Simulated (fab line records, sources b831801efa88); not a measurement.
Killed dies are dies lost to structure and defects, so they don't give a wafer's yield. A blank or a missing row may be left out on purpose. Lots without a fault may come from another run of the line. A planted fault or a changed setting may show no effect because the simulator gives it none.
fab line records | flow sky130
record lots=7 wafers=21 last_day=50
route steps=708 shown POLY_GATE@217 LDD_N@237
lots that met no fault: from a run of the same line without faults
start_h: hours from the record's first day to the start of the lot's first wafer shown | wait_h: hours since the lot's step before | " the same as in the row above | L1.1+2: a row that stands for several wafers | - no value, or no start given | * or withheld: withheld | < > ~ a bound
route shown NAME@n: a module of which the file shows steps, and the number in the route of the first | usual: mean/standard deviation of fault-free wafers | same: alike in all rows | chamber/n: place in a boat | sites: the reading at each site | _std_site: their standard deviation | _edge_site: outer sites' mean less inner sites' | radius_mm: how far each site lies from the wafer's centre | mask NAME#n: copy n | behind: the tool/chamber that last shaped the wafer | hold: why the lot was held/for how many hours/how that ended | device: the transistor (n, p or np) that didn't switch | end of line: the same wafers' tests at the end of the route | a step without rows: its recipe alone | killed: dies lost to structure and defects at the first sort, not the wafer's yield | map: a wafer's dies, x killed, . not, _ none there
set.NAME: the setting as run; set.NAME@STEP: as run at that earlier step | model.NAME: the simulator's own value behind a step, which no gauge read
lots at some steps of the route; a table a step, a row a wafer
services: from which hour (start_h, from the record's first day; less than 0 if before it) a tool's chamber was out of use, for how many hours, and why
## steps
# step SKY_POLY_GATE_CVD_03
# recipe material=Si3N4 precursor=DCS/NH3 target_thk_nm=75 temp_c=770 time_s=1290 pressure_mtorr=250
# step SKY_POLY_GATE_THK_MEAS_04
# recipe reads=Si3N4_of_POLY_GATE_CVD_03
# usual POLY_GATE_CVD_03_THK=75.3/0.6
# columns lot.wafer tool chamber start_h wait_h POLY_GATE_CVD_03_THK[nm]
L389.1 film_metro-01 - 386.55 0.0 75.2
L389.3 " - " " 74.5
L389.4 " - " " 75.1
L392.1 film_metro-01 - 427.63 0.0 75.9
L392.2 " - " " 74.9
L392.4 " - " " 75.5
L401.1 film_metro-04 - 479.88 0.0 76.2
L401.2 " - " " 75.8
L401.6 " - " " 75.0
L402.1 film_metro-03 - 497.92 0.0 75.6
L402.4 " - " " 75.5
L402.5 " - " " 75.1
L403.1 film_metro-03 - 506.18 0.0 75.6
L403.2 " - " " 75.7
L403.4 " - " " 75.5
L406.1 film_metro-01 - 527.43 0.0 74.8
L406.4 " - " " 75.4
L406.6 " - " " 75.0
L408.2 film_metro-01 - 538.89 0.0 75.3
L408.3 " - " " 75.6
L408.6 " - " " 76.4
# step SKY_POLY_GATE_DEHYDRATE_05
# recipe temp_c=200 time_s=60
# step SKY_POLY_GATE_HMDS_06
# recipe prime_time_s=60 prime_temp_c=120
# step SKY_POLY_GATE_COAT_07
# recipe resist=BARC temp_c=withheld time_s=withheld spin_rpm=3000 resist_thk_nm=110
# step SKY_POLY_GATE_COAT_08
# recipe resist=KrF-thick spin_rpm=3000 resist_thk_nm=450
# step SKY_POLY_GATE_SOFTBAKE_09
# recipe temp_c=100 time_s=91.16 resist=KrF-thick
# usual plate_sensor_t_centre_C=100.88/0.01 plate_sensor_t_edge_C=100.95/0.0098 softbake_temp_c=100.02/0.12
# columns lot.wafer tool chamber start_h wait_h plate_sensor_t_centre_C plate_sensor_t_edge_C softbake_temp_c
L389.1 litho_track-03 0 - - 100.88 100.95 100.15
L389.3 " 0 " " 100.90 100.95 100.09
L389.4 " 0 " " 100.88 100.95 100.03
L392.1 litho_track-03 0 - - 100.88 100.95 100.18
L392.2 " 0 " " 100.87 100.94 100.29
L392.4 " 0 " " 100.90 100.95 100.21
L401.1 litho_track-03 0 - - 100.89 100.96 99.93
L401.2 " 0 " " 100.90 100.96 99.89
L401.6 " 0 " " 100.90 100.96 99.90
L402.1 litho_track-02 0 - - 100.87 100.94 99.93
L402.4 " 0 " " 100.88 100.96 99.99
L402.5 " 0 " " 100.88 100.95 99.92
L403.1 litho_track-01 0 - - 100.89 100.97 99.94
L403.2 " 0 " " 100.88 100.97 100.07
L403.4 " 0 " " 100.89 100.96 99.92
L406.1 litho_track-03 0 - - 100.88 100.96 100.05
L406.4 " 0 " " 100.89 100.96 99.84
L406.6 " 0 " " 100.89 100.95 100.12
L408.2 litho_track-02 0 - - 100.88 100.97 99.91
L408.3 " 0 " " 100.90 100.95 99.89
L408.6 " 0 " " 100.89 100.95 99.87
# step SKY_POLY_GATE_EXPOSE_10
# recipe mask_id=P1M na=0.68 source_shape=conventional sigma_outer=0.6 target_cd_nm=150 dose_mj=28
# step SKY_POLY_GATE_PEB_11
# recipe peb_temp_c=withheld peb_time_s=withheld resist=KrF-thick
# step SKY_POLY_GATE_DEVELOP_12
# recipe develop_time_s=60 resist=KrF-thick dev_temp_c=21
# step SKY_POLY_GATE_CD_MEAS_13
# recipe target_cd_nm=150
# usual cd_nm=149.8/1.4
# columns lot.wafer tool chamber start_h wait_h cd_nm
L389.1 cd_sem-01 - 414.87 - 150.5
L389.3 " - " " 150.0
L389.4 " - " " 150.3
L392.1 cd_sem-01 - 458.52 - 150.6
L392.2 " - " " 150.3
L392.4 " - " " 149.3
L401.1 cd_sem-01 - 510.38 - 147.6
L401.2 " - " " 147.0
L401.6 " - " " 147.3
L402.1 cd_sem-01 - 528.02 - 151.6
L402.4 " - " " 151.0
L402.5 " - " " 150.1
L403.1 cd_sem-01 - 536.88 - 150.7
L403.2 " - " " 151.2
L403.4 " - " " 150.9
L406.1 cd_sem-02 - 557.91 - 148.6
L406.4 " - " " 148.4
L406.6 " - " " 149.3
L408.2 cd_sem-01 - 567.99 - 148.1
L408.3 " - " " 149.3
L408.6 " - " " 148.0
# step SKY_POLY_GATE_OVL_MEAS_14
# usual POLY_GATE_OVL=-2/5.8
# columns lot.wafer tool chamber start_h wait_h POLY_GATE_OVL[nm]
L389.1 overlay-01 - 414.99 0.1 -14
L389.3 " - " " -5
L389.4 " - " " -1
L392.1 overlay-02 - 458.64 0.1 6
L392.2 " - " " 7
L392.4 " - " " 1
L401.1 overlay-02 - 510.50 0.1 3
L401.2 " - " " 2
L401.6 " - " " -4
L402.1 overlay-01 - 528.14 0.1 -2
L402.4 " - " " -15
L402.5 " - " " 0
L403.1 overlay-02 - 537.00 0.1 -9
L403.2 " - " " -6
L403.4 " - " " -4
L406.1 overlay-01 - 558.03 0.1 -4
L406.4 " - " " 0
L406.6 " - " " -3
L408.2 overlay-01 - 568.10 0.1 -4
L408.3 " - " " -9
L408.6 " - " " -7
# step SKY_POLY_GATE_ETCH_15
# recipe chemistry=N2/H2 target=BARC ion_energy_ev=200 source_w=500 bias_w=100 pressure_mtorr=30 n2_flow_sccm=100 h2_flow_sccm=200 stop_on=SiO2 time_s=118.5 target_depth_a=1100
# usual bias_w=100.06/0.3 chamber_pressure_mTorr=29.999/0.03 drypump_motor_current_A=5.6/0.39 oes_product_au=0.717/0.0046 throttle_valve_pct=13.212/0.0087
# columns lot.wafer tool chamber start_h wait_h bias_w chamber_pressure_mTorr drypump_motor_current_A oes_product_au rf_hours_counter_h throttle_valve_pct model.KrF-thick_of_POLY_GATE_COAT_08.thk_nm
L389.1 rie_diel-01 3 415.03 0.0 100.18 29.990 5.5 0.719 9 13.203 346.5
L389.3 " 0 " " 99.67 30.026 5.4 0.723 83 13.221 343.6
L389.4 " 1 " " 100.10 30.034 6.4 0.719 36 13.206 345.3
L392.1 rie_diel-03 0 458.68 0.0 100.20 29.986 5.5 0.716 89 13.201 344.7
L392.2 " 2 " " 100.25 29.972 5.9 0.715 73 13.208 346.4
L392.4 " 3 " " 99.88 30.007 5.7 0.714 - 13.220 347.4
L401.1 rie_diel-01 1 510.54 0.0 - - - - - - 435
L401.2 " 2 " " - - - - - - 435.7
L401.6 " 3 " " - - - - - - 436
L402.1 rie_diel-03 1 528.18 0.0 - - - - - - 437.5
L402.4 " 0 " " - - - - - - 436.3
L402.5 " 1 " " - - - - - - 436.2
L403.1 rie_diel-01 3 537.03 0.0 - - - - - - 437.4
L403.2 " 1 " " - - - - - - 438
L403.4 " 2 " " - - - - - - 436.5
L406.1 rie_diel-01 0 558.06 0.0 100.31 30.026 5.4 0.712 0 13.216 348.7
L406.4 " 3 " " 100.49 29.966 5.5 0.716 12 13.214 347.7
L406.6 " 2 " " 100.10 30.033 5.2 0.714 - 13.215 348
L408.2 rie_diel-01 1 568.13 0.0 100.62 29.996 6.4 0.717 40 13.217 347.2
L408.3 " 2 " " 99.63 30.040 5.2 0.708 6 13.194 347.6
L408.6 " 0 " " 100.17 30.014 5.4 0.720 - 13.218 347.3
# step SKY_POLY_GATE_ETCH_16
# recipe stop_on=poly-Si chemistry=CH3F/O2 target=Si3N4 source_w=400 bias_w=80 pressure_mtorr=25 ch3f_flow_sccm=40 O2_flow_sccm=30 time_s=147.5 target_depth_a=750
# usual O2_flow_sccm=30.00/0.089 bias_w=80.02/0.24 drypump_motor_current_A=5.6/0.39 oes_product_au=0.642/0.0053 throttle_valve_pct=10.536/0.0092
# columns lot.wafer tool chamber start_h wait_h O2_flow_sccm bias_w drypump_motor_current_A oes_product_au rf_hours_counter_h throttle_valve_pct
L389.1 rie_diel-01 3 415.11 0.0 30.06 80.22 5.6 0.640 10 10.538
L389.3 " 0 " " 30.02 80.36 5.4 0.643 84 10.537
L389.4 " 1 " " 30.09 79.67 6.3 0.636 36 10.554
L392.1 rie_diel-03 0 458.76 0.0 30.06 80.06 5.5 0.647 89 10.544
L392.2 " 2 " " 30.08 80.20 5.9 0.646 73 10.550
L392.4 " 3 " " 29.98 80.18 5.7 0.655 - 10.523
L401.1 rie_diel-01 1 510.62 0.0 30.09 80.25 6.3 0.378 38 10.501
L401.2 " 2 " " 29.94 79.87 5.3 0.373 4 10.510
L401.6 " 3 " " 30.07 79.96 5.6 0.378 - 10.513
L402.1 rie_diel-03 1 528.26 0.0 30.07 80.26 5.1 0.374 8 10.494
L402.4 " 0 " " 29.87 79.75 5.5 0.371 - 10.501
L402.5 " 1 " " 29.98 80.07 5.1 0.370 - 10.515
L403.1 rie_diel-01 3 537.12 0.0 30.05 79.99 5.6 0.377 12 10.518
L403.2 " 1 " " 29.96 80.10 6.3 0.381 39 10.496
L403.4 " 2 " " 30.02 80.19 5.2 0.376 - 10.492
L406.1 rie_diel-01 0 558.15 0.0 29.99 80.22 5.4 0.641 0 10.541
L406.4 " 3 " " 30.02 80.00 5.6 0.644 12 10.531
L406.6 " 2 " " 30.15 79.78 5.2 0.640 - 10.531
L408.2 rie_diel-01 1 568.21 0.0 30.23 79.98 6.4 0.643 40 10.525
L408.3 " 2 " " 30.03 80.09 5.2 0.643 6 10.538
L408.6 " 0 " " 29.91 80.16 5.4 0.646 - 10.539
# step SKY_POLY_GATE_ETCH_17
# recipe target_depth_nm=180 stop_on=SiO2 over_etch_frac=0.56667 chemistry=HBr/Cl2 target=poly-Si icp_w=400 bias_w=100 pressure_mtorr=10 HBr_flow_sccm=150 Cl2_flow_sccm=50 time_s=70.5
# usual HBr_flow_sccm=150.0/0.47 bias_w=100.00/0.28 drypump_motor_current_A=5.8/0.42 oes_product_au=0.987/0.0096 throttle_valve_pct=33.685/0.0092
# columns lot.wafer tool chamber start_h wait_h HBr_flow_sccm bias_w drypump_motor_current_A oes_product_au rf_hours_counter_h throttle_valve_pct model.KrF-thick_of_POLY_GATE_COAT_08.thk_nm
L389.1 rie_si-02 1 415.21 0.0 149.9 99.81 6.1 0.982 2 33.683 145.6
L389.3 " 2 " " 149.9 99.37 6.0 0.990 59 33.667 138.9
L389.4 " 0 " " 149.4 99.51 6.0 0.972 24 33.687 143.1
L392.1 rie_si-02 0 458.86 0.0 149.5 99.84 6.0 0.985 24 33.697 141.3
L392.2 " 2 " " 150.3 100.11 6.0 1.002 59 33.673 140.3
L392.4 " 3 " " 149.2 99.80 5.5 0.995 0 33.679 145.5
L401.1 rie_si-01 0 510.72 0.0 149.7 100.18 4.8 0.271 2 33.687 230
L401.2 " 1 " " 150.3 100.04 5.6 0.270 0 33.679 231.3
L401.6 " 1 " " 149.8 99.77 5.6 0.271 - 33.701 232.7
L402.1 rie_si-02 2 528.36 0.0 150.8 100.04 6.0 0.276 0 33.695 230.3
L402.4 " 1 " " 150.5 99.58 6.1 0.276 3 33.672 235.8
L402.5 " 1 " " 150.8 99.46 6.1 0.277 - 33.674 230
L403.1 rie_si-01 3 537.22 0.0 149.8 100.23 6.4 0.275 5 33.675 237.3
L403.2 " 2 " " 150.4 100.15 5.9 0.270 16 33.686 231.9
L403.4 " 3 " " 149.4 100.56 6.4 0.272 - 33.686 236.2
L406.1 rie_si-02 2 558.24 0.0 150.2 100.03 6.0 0.997 0 33.680 148.2
L406.4 " 1 " " 149.7 99.99 6.1 0.977 3 33.682 147.8
L406.6 " 3 " " 149.7 99.68 5.5 0.967 - 33.688 150
L408.2 rie_si-02 3 568.31 0.0 149.6 100.05 5.5 0.976 1 33.688 146.1
L408.3 " 0 " " 149.2 99.59 6.0 0.989 25 33.684 146.7
L408.6 " 1 " " 149.6 99.92 6.1 0.975 - 33.693 145.2
# step SKY_POLY_GATE_STRIP_18
# recipe chemistry=O2/N2 power_w=1400 pressure_mtorr=1500 platen_temp_c=withheld o2_flow_sccm=3000 n2_flow_sccm=300 overash_fraction=0.5
# usual drypump_motor_current_A=5.9/0.4 oes_product_au=0.362/0.005 strip_time_to_endpoint_s=3.19/0.045
# columns lot.wafer tool chamber start_h wait_h drypump_motor_current_A oes_product_au rf_hours_counter_h strip_time_to_endpoint_s
L389.1 plasma_asher-04 1 415.27 0.0 5.4 0.363 73 3.24
L389.3 " 0 " " 6.0 0.353 - 3.15
L389.4 " 1 " " 5.4 0.360 - 3.20
L392.1 plasma_asher-04 1 458.92 0.0 5.4 0.366 78 3.19
L392.2 " 0 " " 6.0 0.365 78 3.18
L392.4 " 1 " " 5.3 0.362 - 3.22
L401.1 plasma_asher-04 0 510.77 0.0 6.0 0.410 83 4.13
L401.2 " 1 " " 5.3 0.410 83 4.15
L401.6 " 0 " " 6.0 0.402 - 4.17
L402.1 plasma_asher-03 0 528.42 0.0 6.5 0.402 73 4.14
L402.4 " 0 " " 6.5 0.404 - 4.19
L402.5 " 0 " " 6.5 0.398 - 4.15
L403.1 plasma_asher-04 1 537.27 0.0 5.3 0.396 86 4.21
L403.2 " 0 " " 6.0 0.400 86 4.15
L403.4 " 1 " " 5.3 0.396 - 4.19
L406.1 plasma_asher-04 1 558.30 0.0 5.3 0.360 88 3.28
L406.4 " 1 " " 5.3 0.356 - 3.25
L406.6 " 0 " " 6.1 0.370 - 3.29
L408.2 plasma_asher-04 0 568.37 0.0 6.0 0.364 89 3.25
L408.3 " 1 " " 5.4 0.372 - 3.23
L408.6 " 1 " " 5.4 0.368 - 3.21
# step SKY_POLY_GATE_CLEAN_19
# recipe chemistry=SC1/SC2 mix=1:4:20 temp_c=70 time_s=150 dry=n2_spin
# step SKY_POLY_GATE_OXIDATION_20
# recipe temp_c=850 ambient=O2 stabilise_s=600 purge_s=300 target_thk_a=40 ox_time_s=899
# step SKY_POLY_GATE_CD_MEAS_22
# usual cd_nm=150.5/2.3
# columns lot.wafer tool chamber start_h wait_h cd_nm
L389.1 cd_sem-02 - 416.83 0.1 148.7
L389.3 " - " " 151.6
L389.4 " - " " 148.3
L392.1 cd_sem-01 - 462.35 0.1 148.3
L392.2 " - " " 151.2
L392.4 " - " " 149.0
L401.1 cd_sem-01 - 512.23 0.1 -
L401.2 " - " " -
L401.6 " - " " -
L402.1 cd_sem-01 - 530.15 0.1 -
L402.4 " - " " -
L402.5 " - " " -
L403.1 cd_sem-02 - 538.73 0.1 -
L403.2 " - " " -
L403.4 " - " " -
L406.1 cd_sem-01 - 559.76 0.1 152.2
L406.4 " - " " 148.5
L406.6 " - " " 146.9
L408.2 cd_sem-01 - 569.86 0.1 146.5
L408.3 " - " " 148.3
L408.6 " - " " 151.0
# step SKY_LDD_N_DEHYDRATE_00
# recipe temp_c=200 time_s=60
## services
# columns tool chamber start_h hours kind
rie_si-01 1 378.10 1.5 repair
rie_si-02 0 382.80 3.5 repair
rie_si-02 3 394.99 - clean
rie_si-02 3 394.99 12.1 scheduled_down
rie_si-02 3 394.99 12.1 vent_cycle
rie_diel-03 1 409.66 49.7 repair
plasma_asher-04 - 423.73 0.3 repair
rie_si-02 1 444.26 3.7 repair
plasma_asher-03 - 465.74 1.2 repair
rie_si-02 2 483.60 - clean
rie_si-02 2 483.60 13.4 scheduled_down
rie_si-02 2 483.60 13.4 vent_cycle
rie_diel-03 0 501.90 - clean
rie_diel-03 0 501.90 15.9 scheduled_down
rie_diel-01 - 502.01 2.8 pm
rie_diel-03 2 509.36 7.3 repair
rie_si-02 - 510.65 0.8 repair
rie_diel-01 0 533.62 - clean
rie_diel-01 0 533.62 21.1 scheduled_down
rie_diel-01 0 533.62 21.1 vent_cycle
rie_si-01 1 534.74 4.4 repair
rie_diel-03 2 555.00 11.1 repair
plasma_asher-03 - 561.76 9.4 repair
rie_diel-03 3 562.02 2.3 repair
## key
first_sign step=SKY_POLY_GATE_ETCH_15 reading=tool_record direction=missing
effect step=SKY_POLY_GATE_ETCH_16 reading=oes_product_au direction=down sigmas=50 usual=0.642 struck=0.375
effect step=SKY_POLY_GATE_ETCH_17 reading=oes_product_au direction=down sigmas=74 usual=0.987 struck=0.273
effect step=SKY_POLY_GATE_STRIP_18 reading=strip_time_to_endpoint_s direction=up sigmas=22 usual=* struck=*
effect step=SKY_POLY_GATE_CD_MEAS_22 reading=cd_nm direction=missing
model_effect step=SKY_POLY_GATE_ETCH_15 value=KrF-thick_of_POLY_GATE_COAT_08.thk_nm without=345.1 struck=436.5
model_effect step=SKY_POLY_GATE_ETCH_17 value=KrF-thick_of_POLY_GATE_COAT_08.thk_nm without=141.4 struck=232.8
met_at SKY_POLY_GATE_ETCH_15
struck_wafers L401.1,L401.2,L401.6,L402.1,L402.4,L402.5,L403.1,L403.2,L403.4
later_rows_left_out L401.1,L401.2,L401.6,L402.1,L402.4,L402.5,L403.1,L403.2,L403.4
sort_left_out L401.1,L401.2,L401.6,L402.1,L402.4,L402.5,L403.1,L403.2,L403.4
tester_left_out L401,L402,L403
onset_between 458.68 510.54
fault kind=skipped_step_whole tool=rie_diel-01,rie_diel-03 chamber=- onset_h=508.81 steps=SKY_POLY_GATE_ETCH_15 scope=struck_lots_only
# tester_left_out: of these lots the tester's yield and bins aren't shown, on N5 and GAA mostly nor the transistor test; their killed dies are dies lost to structure and defects alone, not to doping, threshold or leakage, so they don't give the yield
# sort_left_out: the simulated sort isn't trusted on such a fault, so these wafers' sort isn't shown, and their yield isn't known
# later_rows_left_out: the simulator's readings of these wafers behind a module that went badly wrong aren't trusted and aren't shown, but for the sort
